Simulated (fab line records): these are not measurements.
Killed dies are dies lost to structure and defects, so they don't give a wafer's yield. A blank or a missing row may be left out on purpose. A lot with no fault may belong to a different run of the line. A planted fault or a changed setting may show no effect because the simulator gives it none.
Struck lot and sound lot, side by side ; flow gf180mcu ; 17 steps out of a route of 602
Sound: wafers L101.3, L101.5, L101.6. Struck: wafer L990.2 (left out: L990.4, a lot-mate that was not struck); the cause follows at the end.
For every step that has rows: the tool of each side, followed by ch and its chambers, followed by its first start. Under that, the readings that differ: sound wafers ; struck wafers ; difference of the means ; sigmas: that difference in standard deviations of wafers without a fault.
alike: readings whose means differ by less than 2 such deviations, and words and numbers that are the same on both sides. not compared: withheld readings, readings that some wafer has no value for, bounds like >300 that may hide the same value, and numbers for which the record gives no deviation and whose values overlap.
The two part at a step that has a row with sigmas, a row that says differs or no value, or rows on one side only. Numbers that have no deviation but don't overlap get no sigmas and don't part them. A reading that every wafer of one side lacks parts them only if that side has two wafers or more.

first, 3 steps without rows for these wafers: GF_V5_EXPOSE_11 (exposes mask Via5, target cd 260 nm); GF_V5_PEB_12 (peb time 90 s); GF_V5_DEVELOP_13 (develop time 60 s).
GF_V5_CD_MEAS_14 targets a cd of 260 nm.
  struck on cd sem-02, day 29 07:54; sound on cd sem-01, day 32 09:23
  alike: cd nm
GF_V5_OVL_MEAS_15:
  struck on overlay-02, day 29 08:01; sound on overlay-02, day 32 09:29
reading;sound;struck;difference;sigmas
V5_OVL (nm);-7 -4 -7;15;+21;+4
GF_V5_ETCH_16: etches BARC in N2/H2.
  sound on rie diel-01 ch 1,2, day 32 09:31; struck on rie diel-03 ch 2, day 29 08:02
reading;sound;struck;difference;sigmas
oes product au (a.u.);0.846 0.853 0.849;0.860;+0.011;+2
  alike: drypump motor current A, throttle valve pct
GF_V5_ETCH_17: etches SiO2 in C4F8/O2/Ar, stops on TiN, target depth 855 nm.
  sound on rie diel-01 ch 1,2; struck on rie diel-03 ch 2
  alike: oes product au
GF_V5_STRIP_18: strips in O2/N2.
  sound on plasma asher-02 ch 0,1, day 32 09:41; struck on plasma asher-01 ch 0, day 29 08:11
reading;sound;struck;difference;sigmas
drypump motor current A (A);5.64 5.63 5.59;5.98;+0.36;+2
heater power w (W);333 337 338;276;-60;-3
rf hours counter h (h);- - -;107;no value on the sound wafers;
  alike: oes product au
then, 2 steps without rows for these wafers: GF_V5_STRIP_19 (strips in post etch residue remover, time 1200 s); GF_V5_CLEAN_20 (cleans in DIW).
GF_V5_SPUTTER_21: material Ti, target thk 15 nm, time 80.02 s.
  struck on pvd sputter-02, day 29 09:04; sound on pvd sputter-02, day 32 10:11
  alike: chamber pressure pa, throttle valve pct
GF_V5_SPUTTER_22: material TiN, target thk 10 nm, time 40 s.
  struck on pvd sputter-02, day 29 09:08; sound on pvd sputter-02, day 32 10:15
  alike: chamber pressure pa, throttle valve pct
GF_V5_CVD_23: deposits W, target thk 350 nm, time 104.9 s.
  sound on cvd w-02 ch 0,1, day 32 10:20; struck on cvd w-01 ch 0, day 29 09:10
reading;sound;struck;difference;sigmas
model.W_of_V5_CVD_23.thk nm (nm);350.8 348.3 348.2;363.6;+14.5;
  alike: heater power w
GF_V5_RS_MEAS_24: uses a four-point probe to measure.
  struck on film metro-02, day 29 09:18; sound on film metro-01, day 32 10:26
reading;sound;struck;difference;sigmas
V5_W_RS (ohm/sq);0.3259 0.3291 0.3288;0.3146;-0.0133;-5
GF_V5_THK_MEAS_25: measures by xrf.
  struck on film metro-02, day 29 09:25; sound on film metro-01, day 32 10:32
reading;sound;struck;difference;sigmas
V5_W_THK (nm);340.6 338.6 337.0;349.4;+10.7;+4
then, 2 steps without rows for these wafers: GF_V5_CMP_26 (polishes, stops on SiO2, t overpolish 15 s, target thk 0 nm); GF_PASSIVATION_PROBE_99.

WHERE THEY PART
First at GF_V5_OVL_MEAS_15; last, within this record, at GF_V5_THK_MEAS_25.

WHY: the cause the simulator had injected
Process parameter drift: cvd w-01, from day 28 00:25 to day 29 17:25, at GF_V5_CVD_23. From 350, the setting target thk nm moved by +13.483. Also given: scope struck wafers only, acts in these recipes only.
